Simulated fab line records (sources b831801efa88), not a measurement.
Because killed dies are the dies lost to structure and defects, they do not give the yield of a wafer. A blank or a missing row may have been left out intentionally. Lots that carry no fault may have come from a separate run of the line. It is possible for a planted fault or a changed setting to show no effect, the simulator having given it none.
fab line records :: flow sky130
[record]
  lots = 5
  wafers = 15
  lastDay = 50
route steps=708 shown LDD_LDN@292 SPACER@304 PAD_OPEN@708
lots that met no fault: taken from a fault-free run of the same line
startH: hours from the record's first day to the start of the lot's first wafer shown :: waitH: how many hours have passed since the lot's step before this one :: " same as the row above :: L1.1+2: several wafers, shown together as one row :: - no value, or no start was given :: * or withheld: withheld :: < > ~ a bound
route shown NAME@n: names a module that has steps shown in the file, with the first one's number in the route :: usual: the fault-free wafers' mean and standard deviation :: same: alike in all rows :: chamber/n: place in a boat :: sites: the reading at each site :: _std_site: the values' standard deviation :: _edge_site: inner sites' mean taken away from outer sites' mean :: radiusMm: for every site, how far away it sits from the centre of the wafer :: mask NAME#n: copy n :: behind: tool/chamber where the wafer was last shaped :: hold: what put the lot on hold/how long, in hours/how the hold closed :: device: which transistor (n, p or np) failed to switch :: end of line: the same wafers' tests at the end of the route :: a step without rows: its recipe alone :: killed: dies lost to structure and defects at the first sort, not the wafer's yield :: map: a wafer's dies, x killed, . not, _ none there
set.NAME: the run value of the setting; set.NAME@STEP: its run value at that earlier step :: model.NAME: the simulator's own value behind a step, which no gauge read
certain route steps with their lots: each step a table, each wafer a row
services: the hour from which a tool's chamber was out of use, counted from the record's first day as startH (under 0 if before that day), plus the number of hours and why
[[steps]]
[step SKY_LDD_LDN_SOFTBAKE_03]
[recipe]
  tempC = 90
  timeS = 60
  resist = NOVOLAK
[step SKY_LDD_LDN_EXPOSE_04]
[recipe]
  maskId = LDNTM
  na = 0.6
  sourceShape = conventional
  sigmaOuter = 0.6
  polarization = unpolarized
  targetCdNm = 700
  doseMj = 140
[step SKY_LDD_LDN_PEB_05]
[recipe]
  tempC = withheld
  timeS = *
  resist = NOVOLAK
[step SKY_LDD_LDN_DEVELOP_06]
[recipe]
  resist = NOVOLAK
  developer = TMAH
  developTimeS = 60
  devTempC = 23
[step SKY_LDD_LDN_OVL_MEAS_07]
[usual]
  LDD_LDN_OVL = 1.7/1.1
lot.wafer: L647.1
tool: overlay-02
chamber: -
startH: 535.18
waitH: 0.1
LDD_LDN_OVL[nm]: 0.4

lot.wafer: L647.2
tool: overlay-02
chamber: -
startH: 535.18
waitH: 0.1
LDD_LDN_OVL[nm]: 0.0

lot.wafer: L647.3
tool: overlay-02
chamber: -
startH: 535.18
waitH: 0.1
LDD_LDN_OVL[nm]: 1.0

lot.wafer: L650.1
tool: overlay-02
chamber: -
startH: 569.48
waitH: 0.1
LDD_LDN_OVL[nm]: 2.5

lot.wafer: L650.2
tool: overlay-02
chamber: -
startH: 569.48
waitH: 0.1
LDD_LDN_OVL[nm]: 3.0

lot.wafer: L650.5
tool: overlay-02
chamber: -
startH: 569.48
waitH: 0.1
LDD_LDN_OVL[nm]: 2.5

lot.wafer: L651.4
tool: overlay-01
chamber: -
startH: 577.10
waitH: 0.1
LDD_LDN_OVL[nm]: 4.4

lot.wafer: L651.5
tool: overlay-01
chamber: -
startH: 577.10
waitH: 0.1
LDD_LDN_OVL[nm]: 1.8

lot.wafer: L651.6
tool: overlay-01
chamber: -
startH: 577.10
waitH: 0.1
LDD_LDN_OVL[nm]: 3.0

lot.wafer: L659.1
tool: overlay-02
chamber: -
startH: 639.08
waitH: 0.1
LDD_LDN_OVL[nm]: 0.6

lot.wafer: L659.2
tool: overlay-02
chamber: -
startH: 639.08
waitH: 0.1
LDD_LDN_OVL[nm]: -0.3

lot.wafer: L659.4
tool: overlay-02
chamber: -
startH: 639.08
waitH: 0.1
LDD_LDN_OVL[nm]: 0.2

lot.wafer: L667.2
tool: overlay-01
chamber: -
startH: 714.24
waitH: 0.1
LDD_LDN_OVL[nm]: 1.1

lot.wafer: L667.4
tool: overlay-01
chamber: -
startH: 714.24
waitH: 0.1
LDD_LDN_OVL[nm]: 0.4

lot.wafer: L667.5
tool: overlay-01
chamber: -
startH: 714.24
waitH: 0.1
LDD_LDN_OVL[nm]: -0.7
[step SKY_LDD_LDN_IMPLANT_08]
[recipe]
  species = As
  energyKev = 15
  doseCm2 = 1.25e+13
  tiltDeg = withheld
  rotationDeg = 23
[step SKY_LDD_LDN_IMPLANT_09]
[recipe]
  species = As
  energyKev = 15
  doseCm2 = 1.25e+13
  tiltDeg = withheld
  rotationDeg = 113
[step SKY_LDD_LDN_IMPLANT_10]
[recipe]
  species = As
  energyKev = 15
  doseCm2 = 1.25e+13
  tiltDeg = withheld
  rotationDeg = 203
[step SKY_LDD_LDN_IMPLANT_11]
[recipe]
  species = As
  energyKev = 15
  doseCm2 = 1.25e+13
  tiltDeg = withheld
  rotationDeg = 293
[step SKY_LDD_LDN_STRIP_12]
[recipe]
  chemistry = O2/N2
  powerW = 1400
  pressureMtorr = 1500
  platenTempC = withheld
  o2FlowSccm = 3000
  n2FlowSccm = 300
  overashFraction = 0.5
[usual]
  drypumpMotorCurrentA = 5.9/0.31
  oesProductAu = 0.716/0.0048
  stripTimeToEndpointS = 14.19/0.043
lot.wafer: L647.1
tool: plasmaAsher-03
chamber: 0
startH: 535.82
waitH: 0.1
drypumpMotorCurrentA: 6.1
oesProductAu: 0.706
rfHoursCounterH: 9
stripTimeToEndpointS: 14.23

lot.wafer: L647.2
tool: plasmaAsher-03
chamber: 1
startH: 535.82
waitH: 0.1
drypumpMotorCurrentA: 5.4
oesProductAu: 0.718
rfHoursCounterH: 9
stripTimeToEndpointS: 14.22

lot.wafer: L647.3
tool: plasmaAsher-03
chamber: 1
startH: 535.82
waitH: 0.1
drypumpMotorCurrentA: 5.4
oesProductAu: 0.713
rfHoursCounterH: -
stripTimeToEndpointS: 14.21

lot.wafer: L650.1
tool: plasmaAsher-02
chamber: 1
startH: 570.12
waitH: 0.1
drypumpMotorCurrentA: 6.3
oesProductAu: 0.710
rfHoursCounterH: 90
stripTimeToEndpointS: 14.15

lot.wafer: L650.2
tool: plasmaAsher-02
chamber: 0
startH: 570.12
waitH: 0.1
drypumpMotorCurrentA: 5.8
oesProductAu: 0.709
rfHoursCounterH: 90
stripTimeToEndpointS: 14.18

lot.wafer: L650.5
tool: plasmaAsher-02
chamber: 0
startH: 570.12
waitH: 0.1
drypumpMotorCurrentA: 5.9
oesProductAu: 0.710
rfHoursCounterH: -
stripTimeToEndpointS: 14.22

lot.wafer: L651.4
tool: plasmaAsher-02
chamber: 0
startH: 577.75
waitH: 0.1
drypumpMotorCurrentA: 5.9
oesProductAu: 0.717
rfHoursCounterH: -
stripTimeToEndpointS: 14.23

lot.wafer: L651.5
tool: plasmaAsher-02
chamber: 0
startH: 577.75
waitH: 0.1
drypumpMotorCurrentA: 5.9
oesProductAu: 0.718
rfHoursCounterH: -
stripTimeToEndpointS: 14.24

lot.wafer: L651.6
tool: plasmaAsher-02
chamber: 1
startH: 577.75
waitH: 0.1
drypumpMotorCurrentA: 6.2
oesProductAu: 0.715
rfHoursCounterH: -
stripTimeToEndpointS: 14.19

lot.wafer: L659.1
tool: plasmaAsher-03
chamber: 0
startH: 639.72
waitH: 0.1
drypumpMotorCurrentA: 6.1
oesProductAu: 0.722
rfHoursCounterH: 20
stripTimeToEndpointS: 14.23

lot.wafer: L659.2
tool: plasmaAsher-03
chamber: 1
startH: 639.72
waitH: 0.1
drypumpMotorCurrentA: 5.4
oesProductAu: 0.717
rfHoursCounterH: 20
stripTimeToEndpointS: 14.20

lot.wafer: L659.4
tool: plasmaAsher-03
chamber: 1
startH: 639.72
waitH: 0.1
drypumpMotorCurrentA: 5.4
oesProductAu: 0.718
rfHoursCounterH: -
stripTimeToEndpointS: 14.24

lot.wafer: L667.2
tool: plasmaAsher-02
chamber: 0
startH: 714.87
waitH: 0.1
drypumpMotorCurrentA: 5.9
oesProductAu: 0.728
rfHoursCounterH: 105
stripTimeToEndpointS: 14.18

lot.wafer: L667.4
tool: plasmaAsher-02
chamber: 1
startH: 714.87
waitH: 0.1
drypumpMotorCurrentA: 6.3
oesProductAu: 0.720
rfHoursCounterH: -
stripTimeToEndpointS: 14.18

lot.wafer: L667.5
tool: plasmaAsher-02
chamber: 0
startH: 714.87
waitH: 0.1
drypumpMotorCurrentA: 5.9
oesProductAu: 0.710
rfHoursCounterH: -
stripTimeToEndpointS: 14.20
[step SKY_LDD_LDN_TW_MEAS_13]
[usual]
  LDD_LDN_TW = 1491/9.8
lot.wafer: L647.1
tool: filmMetro-01
chamber: -
startH: 535.92
waitH: 0.1
LDD_LDN_TW: 1512

lot.wafer: L647.2
tool: filmMetro-01
chamber: -
startH: 535.92
waitH: 0.1
LDD_LDN_TW: 1502

lot.wafer: L647.3
tool: filmMetro-01
chamber: -
startH: 535.92
waitH: 0.1
LDD_LDN_TW: 1503

lot.wafer: L650.1
tool: filmMetro-03
chamber: -
startH: 570.22
waitH: 0.1
LDD_LDN_TW: 1488

lot.wafer: L650.2
tool: filmMetro-03
chamber: -
startH: 570.22
waitH: 0.1
LDD_LDN_TW: 1501

lot.wafer: L650.5
tool: filmMetro-03
chamber: -
startH: 570.22
waitH: 0.1
LDD_LDN_TW: 1491

lot.wafer: L651.4
tool: filmMetro-01
chamber: -
startH: 577.85
waitH: 0.1
LDD_LDN_TW: 1501

lot.wafer: L651.5
tool: filmMetro-01
chamber: -
startH: 577.85
waitH: 0.1
LDD_LDN_TW: 1498

lot.wafer: L651.6
tool: filmMetro-01
chamber: -
startH: 577.85
waitH: 0.1
LDD_LDN_TW: 1487

lot.wafer: L659.1
tool: filmMetro-01
chamber: -
startH: 639.82
waitH: 0.1
LDD_LDN_TW: 1501

lot.wafer: L659.2
tool: filmMetro-01
chamber: -
startH: 639.82
waitH: 0.1
LDD_LDN_TW: 1501

lot.wafer: L659.4
tool: filmMetro-01
chamber: -
startH: 639.82
waitH: 0.1
LDD_LDN_TW: 1497

lot.wafer: L667.2
tool: filmMetro-01
chamber: -
startH: 714.98
waitH: 0.1
LDD_LDN_TW: 1496

lot.wafer: L667.4
tool: filmMetro-01
chamber: -
startH: 714.98
waitH: 0.1
LDD_LDN_TW: 1496

lot.wafer: L667.5
tool: filmMetro-01
chamber: -
startH: 714.98
waitH: 0.1
LDD_LDN_TW: 1493
[step SKY_LDD_LDN_CLEAN_14]
[recipe]
  chemistry = SC1/SC2
  mix = 1:4:20
  tempC = 70
  timeS = 150
  dry = n2Spin
[step SKY_SPACER_CVD_00]
[recipe]
  material = Si3N4
  precursor = DCS/NH3
  targetThkNm = 43.1
  tempC = 770
  timeS = 740
  pressureMtorr = 250
lot.wafer: L647.1
tool: lpcvd-02
chamber: 1
startH: 537.24
waitH: 1.2
model.Si3N4_of_SPACER_CVD_00.thkNm: 42.2

lot.wafer: L647.2
tool: lpcvd-02
chamber: 1
startH: 537.24
waitH: 1.2
model.Si3N4_of_SPACER_CVD_00.thkNm: 42.18

lot.wafer: L647.3
tool: lpcvd-02
chamber: 1
startH: 537.24
waitH: 1.2
model.Si3N4_of_SPACER_CVD_00.thkNm: 42.15

lot.wafer: L650.1+2
tool: lpcvd-02
chamber: 0
startH: 570.33
waitH: 0.0
model.Si3N4_of_SPACER_CVD_00.thkNm: 43.16

lot.wafer: L650.5
tool: lpcvd-02
chamber: 0
startH: 570.33
waitH: 0.0
model.Si3N4_of_SPACER_CVD_00.thkNm: 43.1

lot.wafer: L651.4
tool: lpcvd-02
chamber: 1
startH: 577.93
waitH: 0.0
model.Si3N4_of_SPACER_CVD_00.thkNm: 43.05

lot.wafer: L651.5
tool: lpcvd-02
chamber: 1
startH: 577.93
waitH: 0.0
model.Si3N4_of_SPACER_CVD_00.thkNm: 43.15

lot.wafer: L651.6
tool: lpcvd-02
chamber: 1
startH: 577.93
waitH: 0.0
model.Si3N4_of_SPACER_CVD_00.thkNm: 43.13

lot.wafer: L659.1
tool: lpcvd-02
chamber: 0
startH: 640.06
waitH: 0.1
model.Si3N4_of_SPACER_CVD_00.thkNm: 43.04

lot.wafer: L659.2
tool: lpcvd-02
chamber: 0
startH: 640.06
waitH: 0.1
model.Si3N4_of_SPACER_CVD_00.thkNm: 43.09

lot.wafer: L659.4
tool: lpcvd-02
chamber: 0
startH: 640.06
waitH: 0.1
model.Si3N4_of_SPACER_CVD_00.thkNm: 42.63

lot.wafer: L667.2
tool: lpcvd-02
chamber: 0
startH: 715.59
waitH: 0.5
model.Si3N4_of_SPACER_CVD_00.thkNm: 60.42

lot.wafer: L667.4
tool: lpcvd-02
chamber: 0
startH: 715.59
waitH: 0.5
model.Si3N4_of_SPACER_CVD_00.thkNm: 60.74

lot.wafer: L667.5
tool: lpcvd-02
chamber: 0
startH: 715.59
waitH: 0.5
model.Si3N4_of_SPACER_CVD_00.thkNm: 60.71
[step SKY_SPACER_THK_MEAS_01]
[recipe]
  reads = Si3N4_of_SPACER_CVD_00
[usual]
  SPACER_CVD_00_THK = 42.9/0.42
lot.wafer: L647.1
tool: filmMetro-02
chamber: -
startH: 538.45
waitH: 0.0
SPACER_CVD_00_THK[nm]: 42.2

lot.wafer: L647.2
tool: filmMetro-02
chamber: -
startH: 538.45
waitH: 0.0
SPACER_CVD_00_THK[nm]: 42.2

lot.wafer: L647.3
tool: filmMetro-02
chamber: -
startH: 538.45
waitH: 0.0
SPACER_CVD_00_THK[nm]: 42.1

lot.wafer: L650.1
tool: filmMetro-02
chamber: -
startH: 571.54
waitH: 0.0
SPACER_CVD_00_THK[nm]: 43.2

lot.wafer: L650.2
tool: filmMetro-02
chamber: -
startH: 571.54
waitH: 0.0
SPACER_CVD_00_THK[nm]: 43.2

lot.wafer: L650.5
tool: filmMetro-02
chamber: -
startH: 571.54
waitH: 0.0
SPACER_CVD_00_THK[nm]: 43.2

lot.wafer: L651.4
tool: filmMetro-04
chamber: -
startH: 579.16
waitH: 0.0
SPACER_CVD_00_THK[nm]: 43.1

lot.wafer: L651.5
tool: filmMetro-04
chamber: -
startH: 579.16
waitH: 0.0
SPACER_CVD_00_THK[nm]: 43.1

lot.wafer: L651.6
tool: filmMetro-04
chamber: -
startH: 579.16
waitH: 0.0
SPACER_CVD_00_THK[nm]: 43.2

lot.wafer: L659.1
tool: filmMetro-04
chamber: -
startH: 641.27
waitH: 0.0
SPACER_CVD_00_THK[nm]: 43.0

lot.wafer: L659.2
tool: filmMetro-04
chamber: -
startH: 641.27
waitH: 0.0
SPACER_CVD_00_THK[nm]: 43.1

lot.wafer: L659.4
tool: filmMetro-04
chamber: -
startH: 641.27
waitH: 0.0
SPACER_CVD_00_THK[nm]: 42.6

lot.wafer: L667.2
tool: filmMetro-02
chamber: -
startH: 716.81
waitH: 0.0
SPACER_CVD_00_THK[nm]: 60.4

lot.wafer: L667.4
tool: filmMetro-02
chamber: -
startH: 716.81
waitH: 0.0
SPACER_CVD_00_THK[nm]: 60.7

lot.wafer: L667.5
tool: filmMetro-02
chamber: -
startH: 716.81
waitH: 0.0
SPACER_CVD_00_THK[nm]: 60.7
[step SKY_SPACER_ETCHBACK_02]
[recipe]
  chemistry = CH3F/O2
  target = Si3N4
  stopOn = SiO2
  sourceW = 400
  biasW = 80
  pressureMtorr = 25
  ch3fFlowSccm = 40
  O2_flow_sccm = 30
  timeS = 46.7
  targetDepthA = 450
[usual]
  drypumpMotorCurrentA = 5.4/0.45
  oesProductAu = 0.853/0.0071
  throttleValvePct = 10.564/0.0099
lot.wafer: L647.1
tool: rieDiel-03
chamber: 0
startH: 538.51
waitH: 0.1
drypumpMotorCurrentA: 4.9
oesProductAu: 0.844
rfHoursCounterH: 72
throttleValvePct: 10.566
model.etch.depthNm: 42.2

lot.wafer: L647.2
tool: rieDiel-03
chamber: 1
startH: 538.51
waitH: 0.1
drypumpMotorCurrentA: 5.9
oesProductAu: 0.844
rfHoursCounterH: 27
throttleValvePct: 10.587
model.etch.depthNm: 42.18

lot.wafer: L647.3
tool: rieDiel-03
chamber: 3
startH: 538.51
waitH: 0.1
drypumpMotorCurrentA: 5.3
oesProductAu: 0.839
rfHoursCounterH: 8
throttleValvePct: 10.556
model.etch.depthNm: 42.15

lot.wafer: L650.1
tool: rieDiel-03
chamber: 1
startH: 571.60
waitH: 0.1
drypumpMotorCurrentA: 5.9
oesProductAu: 0.861
rfHoursCounterH: 27
throttleValvePct: 10.547
model.etch.depthNm: 43.16

lot.wafer: L650.2
tool: rieDiel-03
chamber: 2
startH: 571.60
waitH: 0.1
drypumpMotorCurrentA: 5.1
oesProductAu: 0.851
rfHoursCounterH: 18
throttleValvePct: 10.570
model.etch.depthNm: 43.16

lot.wafer: L650.5
tool: rieDiel-03
chamber: 2
startH: 571.60
waitH: 0.1
drypumpMotorCurrentA: 5.1
oesProductAu: 0.848
rfHoursCounterH: -
throttleValvePct: 10.570
model.etch.depthNm: 43.1

lot.wafer: L651.4
tool: rieDiel-02
chamber: 2
startH: 579.19
waitH: 0.0
drypumpMotorCurrentA: 5.3
oesProductAu: 0.853
rfHoursCounterH: 13
throttleValvePct: 10.566
model.etch.depthNm: 43.05

lot.wafer: L651.5
tool: rieDiel-02
chamber: 3
startH: 579.19
waitH: 0.0
drypumpMotorCurrentA: 5.5
oesProductAu: 0.852
rfHoursCounterH: -
throttleValvePct: 10.566
model.etch.depthNm: 43.15

lot.wafer: L651.6
tool: rieDiel-02
chamber: 0
startH: 579.19
waitH: 0.0
drypumpMotorCurrentA: 5.1
oesProductAu: 0.851
rfHoursCounterH: -
throttleValvePct: 10.562
model.etch.depthNm: 43.13

lot.wafer: L659.1
tool: rieDiel-03
chamber: 0
startH: 641.33
waitH: 0.1
drypumpMotorCurrentA: 4.8
oesProductAu: 0.850
rfHoursCounterH: 1
throttleValvePct: 10.558
model.etch.depthNm: 43.04

lot.wafer: L659.2
tool: rieDiel-03
chamber: 1
startH: 641.33
waitH: 0.1
drypumpMotorCurrentA: 5.9
oesProductAu: 0.842
rfHoursCounterH: 29
throttleValvePct: 10.580
model.etch.depthNm: 43.09

lot.wafer: L659.4
tool: rieDiel-03
chamber: 3
startH: 641.33
waitH: 0.1
drypumpMotorCurrentA: 5.2
oesProductAu: 0.848
rfHoursCounterH: 10
throttleValvePct: 10.576
model.etch.depthNm: 42.63

lot.wafer: L667.2
tool: rieDiel-02
chamber: 3
startH: 716.86
waitH: 0.0
drypumpMotorCurrentA: 5.6
oesProductAu: 0.993
rfHoursCounterH: 6
throttleValvePct: 10.571
model.etch.depthNm: 56.51

lot.wafer: L667.4
tool: rieDiel-02
chamber: 1
startH: 716.86
waitH: 0.0
drypumpMotorCurrentA: 6.0
oesProductAu: 1.021
rfHoursCounterH: 1
throttleValvePct: 10.581
model.etch.depthNm: 57.47

lot.wafer: L667.5
tool: rieDiel-02
chamber: 0
startH: 716.86
waitH: 0.0
drypumpMotorCurrentA: 5.1
oesProductAu: 0.982
rfHoursCounterH: -
throttleValvePct: 10.570
model.etch.depthNm: 54.38
[step SKY_PAD_OPEN_PROBE_99]
[usual]
  killed_at_M0_to_M3 = 43/6.4
  killed_at_M4_up = 3.1/2
  killedAtContacts = 24/5.2
  killedAtFrontEnd = 15/4.3
  killedAtOther = 0.2/0.48
  killedDies = 85/9.7
  killedOnRim = 17/4.2
  killedOpen = 47/6.9
  killedShort = 38/6.7
[same]
  grossDies = 492
  killedAtBackSide = 0
lot.wafer: L650.1
tool: prober-02
chamber: -
startH: 1110.15
waitH: 0.1
killed_at_M0_to_M3: 42
killed_at_M4_up: 1
killedAtContacts: 27
killedAtFrontEnd: 20
killedAtOther: 0
killedDies: 90
killedOnRim: 16
killedOpen: 49
killedShort: 41

lot.wafer: L650.2
tool: prober-02
chamber: -
startH: 1110.20
waitH: 0.1
killed_at_M0_to_M3: 34
killed_at_M4_up: 3
killedAtContacts: 23
killedAtFrontEnd: 12
killedAtOther: 0
killedDies: 72
killedOnRim: 15
killedOpen: 42
killedShort: 30

lot.wafer: L650.5
tool: prober-02
chamber: -
startH: 1110.35
waitH: 0.2
killed_at_M0_to_M3: 45
killed_at_M4_up: 3
killedAtContacts: 26
killedAtFrontEnd: 17
killedAtOther: 0
killedDies: 91
killedOnRim: 15
killedOpen: 50
killedShort: 41

lot.wafer: L651.4
tool: prober-01
chamber: -
startH: 1113.64
waitH: 0.2
killed_at_M0_to_M3: 54
killed_at_M4_up: 1
killedAtContacts: 20
killedAtFrontEnd: 17
killedAtOther: 0
killedDies: 92
killedOnRim: 21
killedOpen: 59
killedShort: 33

lot.wafer: L651.5
tool: prober-01
chamber: -
startH: 1113.69
waitH: 0.2
killed_at_M0_to_M3: 37
killed_at_M4_up: 4
killedAtContacts: 28
killedAtFrontEnd: 17
killedAtOther: 0
killedDies: 86
killedOnRim: 10
killedOpen: 49
killedShort: 37

lot.wafer: L651.6
tool: prober-01
chamber: -
startH: 1113.74
waitH: 0.2
killed_at_M0_to_M3: 36
killed_at_M4_up: 3
killedAtContacts: 31
killedAtFrontEnd: 19
killedAtOther: 0
killedDies: 89
killedOnRim: 16
killedOpen: 54
killedShort: 35

lot.wafer: L667.2
tool: prober-01
chamber: -
startH: 1204.58
waitH: 0.1
killed_at_M0_to_M3: 33
killed_at_M4_up: 2
killedAtContacts: 18
killedAtFrontEnd: 438
killedAtOther: 0
killedDies: 491
killedOnRim: 96
killedOpen: 38
killedShort: 26

lot.wafer: L667.4
tool: prober-01
chamber: -
startH: 1204.68
waitH: 0.2
killed_at_M0_to_M3: 46
killed_at_M4_up: 5
killedAtContacts: 21
killedAtFrontEnd: 406
killedAtOther: 0
killedDies: 478
killedOnRim: 96
killedOpen: 49
killedShort: 43

lot.wafer: L667.5
tool: prober-01
chamber: -
startH: 1204.73
waitH: 0.2
killed_at_M0_to_M3: 36
killed_at_M4_up: 4
killedAtContacts: 24
killedAtFrontEnd: 428
killedAtOther: 0
killedDies: 492
killedOnRim: 96
killedOpen: 40
killedShort: 31
// killed by level:class
L650.1 VIA1:geometricParticle:open=9 CONTACT:geometricParticle:open=8 VIA3:geometricParticle:open=8 POLY_GATE:geometricParticle:open=6 LI_CONTACT:geometricParticle:short=6 CONTACT:geometricParticle:short=6 LI_CONTACT:geometricParticle:open=5 VIA2:geometricParticle:open=5
L650.2 VIA1:geometricParticle:open=11 CONTACT:geometricParticle:open=10 VIA1:geometricParticle:short=5 FIELD_ISO:geometricParticle:open=4 FIELD_ISO:geometricParticle:short=4 LI_CONTACT:geometricParticle:open=4 LOCAL_INTERCONNECT:geometricParticle:short=3 CONTACT:geometricParticle:short=3
L650.5 VIA2:geometricParticle:open=10 CONTACT:geometricParticle:open=10 LI_CONTACT:geometricParticle:open=8 VIA1:geometricParticle:open=7 VIA3:geometricParticle:open=6 POLY_GATE:geometricParticle:short=5 VIA1:geometricParticle:short=5 CONTACT:geometricParticle:short=5
L651.4 VIA1:geometricParticle:open=11 VIA3:geometricParticle:open=11 CONTACT:geometricParticle:open=9 METAL1:geometricParticle:short=7 VIA2:geometricParticle:open=7 FIELD_ISO:geometricParticle:open=6 CONTACT:geometricParticle:short=5 METAL3:geometricParticle:short=5
L651.5 CONTACT:geometricParticle:open=11 LI_CONTACT:geometricParticle:open=8 VIA3:geometricParticle:open=8 POLY_GATE:geometricParticle:open=6 METAL1:geometricParticle:short=6 VIA1:geometricParticle:open=5 CONTACT:geometricParticle:short=4 VIA1:geometricParticle:short=4
L651.6 VIA1:geometricParticle:open=12 LI_CONTACT:geometricParticle:open=10 FIELD_ISO:geometricParticle:open=9 CONTACT:geometricParticle:open=8 LI_CONTACT:geometricParticle:short=4 POLY_GATE:geometricParticle:short=4 LOCAL_INTERCONNECT:geometricParticle:short=4 METAL1:geometricParticle:short=4
L667.2 SPACER:areaEtchback=427 CONTACT:geometricParticle:open=9 VIA1:geometricParticle:short=7 VIA1:geometricParticle:open=7 POLY_GATE:geometricParticle:open=4 LI_CONTACT:geometricParticle:open=4 VIA3:geometricParticle:short=4 VIA3:geometricParticle:open=4
L667.4 SPACER:areaEtchback=386 VIA1:geometricParticle:open=13 VIA3:geometricParticle:open=11 CONTACT:geometricParticle:open=7 POLY_GATE:geometricParticle:short=5 METAL4:geometricParticle:short=4 VIA3:geometricParticle:short=4 LI_CONTACT:geometricParticle:open=4
L667.5 SPACER:areaEtchback=421 CONTACT:geometricParticle:open=7 VIA1:geometricParticle:open=7 VIA3:geometricParticle:open=7 POLY_GATE:geometricParticle:open=6 VIA2:geometricParticle:open=6 LI_CONTACT:geometricParticle:open=5 LOCAL_INTERCONNECT:geometricParticle:short=5
// map L667.5 (x killed, . not)
__________xxxxxxxxxx_________
________xxxxxxxxxxxxxx_______
______xxxxxxxxxxxxxxxxxx_____
_____xxxxxxxxxxxxxxxxxxxx____
____xxxxxxxxxxxxxxxxxxxxxx___
___xxxxxxxxxxxxxxxxxxxxxxxx__
__xxxxxxxxxxxxxxxxxxxxxxxxxx_
_xxxxxxxxxxxxxxxxxxxxxxxxxxxx
_xxxxxxxxxxxxxxxxxxxxxxxxxxxx
_xxxxxxxxxxxxxxxxxxxxxxxxxxxx
_xxxxxxxxxxxxxxxxxxxxxxxxxxxx
_xxxxxxxxxxxxxxxxxxxxxxxxxxxx
_xxxxxxxxxxxxxxxxxxxxxxxxxxxx
_xxxxxxxxxxxxxxxxxxxxxxxxxxxx
_xxxxxxxxxxxxxxxxxxxxxxxxxxxx
__xxxxxxxxxxxxxxxxxxxxxxxxxx_
___xxxxxxxxxxxxxxxxxxxxxxxx__
____xxxxxxxxxxxxxxxxxxxxxx___
_____xxxxxxxxxxxxxxxxxxxx____
______xxxxxxxxxxxxxxxxxx_____
________xxxxxxxxxxxxxx_______
__________xxxxxxxxxx_________
// map L651.4 (x killed, . not)
__________..x...x..._________
________x..x.....x.x.._______
______x....xx..........._____
_____...x.......x........____
____.....................x___
___x.......x.xx...x.....x..__
__.......xx.x...x.....x...x._
_.....x.............xxx...x.x
_..x.x..xx..x..............x.
_x..x......x.xxx...........x.
_..x....xxx...............x..
_...x.......x.x........xx....
_...............xx...x.....x.
_....x...........x....xx.....
_x.....x.........x.....x.....
__x.xx...x.x...x........x.x._
___.x.........x.x..........__
____...............x......___
_____..x...x...x.x......x____
______...x..x....xx...x._____
________...........x.._______
__________..x.xx..x._________
[[services]]
tool: rieDiel-03
chamber: 0
startH: 575.93
hours: -
kind: clean

tool: rieDiel-03
chamber: 0
startH: 575.93
hours: 25.1
kind: scheduledDown

tool: rieDiel-03
chamber: 0
startH: 575.93
hours: 25.1
kind: ventCycle

tool: rieDiel-02
chamber: -
startH: 598.98
hours: 2.8
kind: pm

tool: rieDiel-02
chamber: -
startH: 618.63
hours: 2.6
kind: repair

tool: rieDiel-02
chamber: 2
startH: 657.27
hours: 16.4
kind: repair

tool: rieDiel-03
chamber: 3
startH: 664.73
hours: 7.0
kind: repair

tool: rieDiel-02
chamber: 1
startH: 673.64
hours: -
kind: clean

tool: rieDiel-02
chamber: 1
startH: 673.64
hours: 24.6
kind: scheduledDown

tool: rieDiel-02
chamber: 1
startH: 673.64
hours: 24.6
kind: ventCycle

tool: rieDiel-03
chamber: -
startH: 696.78
hours: 0.4
kind: repair

tool: rieDiel-02
chamber: 0
startH: 698.27
hours: -
kind: clean

tool: rieDiel-02
chamber: 0
startH: 698.27
hours: 12.3
kind: scheduledDown

tool: rieDiel-02
chamber: 0
startH: 698.27
hours: 12.3
kind: ventCycle

tool: rieDiel-02
chamber: -
startH: 710.49
hours: 0.4
kind: repair
[[key]]
[firstSign]
  step = SKY_SPACER_THK_MEAS_01
  reading = SPACER_CVD_00_THK
  direction = up
  sigmas = 42
  usual = 42.9
  struck = 60.6
[effect]
  step = SKY_SPACER_ETCHBACK_02
  reading = oesProductAu
  direction = up
  sigmas = 21
  usual = 0.853
  struck = 0.999
[effect]
  step = SKY_PAD_OPEN_PROBE_99
  reading = killedAtFrontEnd
  direction = up
  sigmas = 95
  usual = 15
  struck = 424
[modelEffect]
  step = SKY_SPACER_CVD_00
  value = Si3N4_of_SPACER_CVD_00.thkNm
  without = 43.55
  struck = 60.62
[modelEffect]
  step = SKY_SPACER_ETCHBACK_02
  value = etch.depthNm
  without = 43.55
  struck = 56.12
[moreKillsBornAt]
  SKY_SPACER_ETCHBACK_02@rieDiel-02 = 1234
metAt SKY_SPACER_CVD_00
struckWafers L667.2,L667.4,L667.5
laterRowsLeftOut L667.2,L667.4,L667.5
testerLeftOut L667
onsetBetween 640.06 715.59
alsoFits time
[fault]
  kind = processParameterDrift
  tool = lpcvd-02
  chamber = 0
  onsetH = 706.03
  steps = SKY_SPACER_CVD_00
  channel = targetThkNm
  offset = 17.073
  shape = step
  endH = 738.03
  actsIn = theseRecipesOnly
  stated = 43.1
// testerLeftOut: of these lots the tester's yield and bins aren't shown, on N5 and GAA mostly nor the transistor test; their killed dies are dies lost to structure and defects alone, not to doping, threshold or leakage, so they don't give the yield
// laterRowsLeftOut: the simulator's readings of these wafers behind a module that went badly wrong aren't trusted and aren't shown, but for the sort
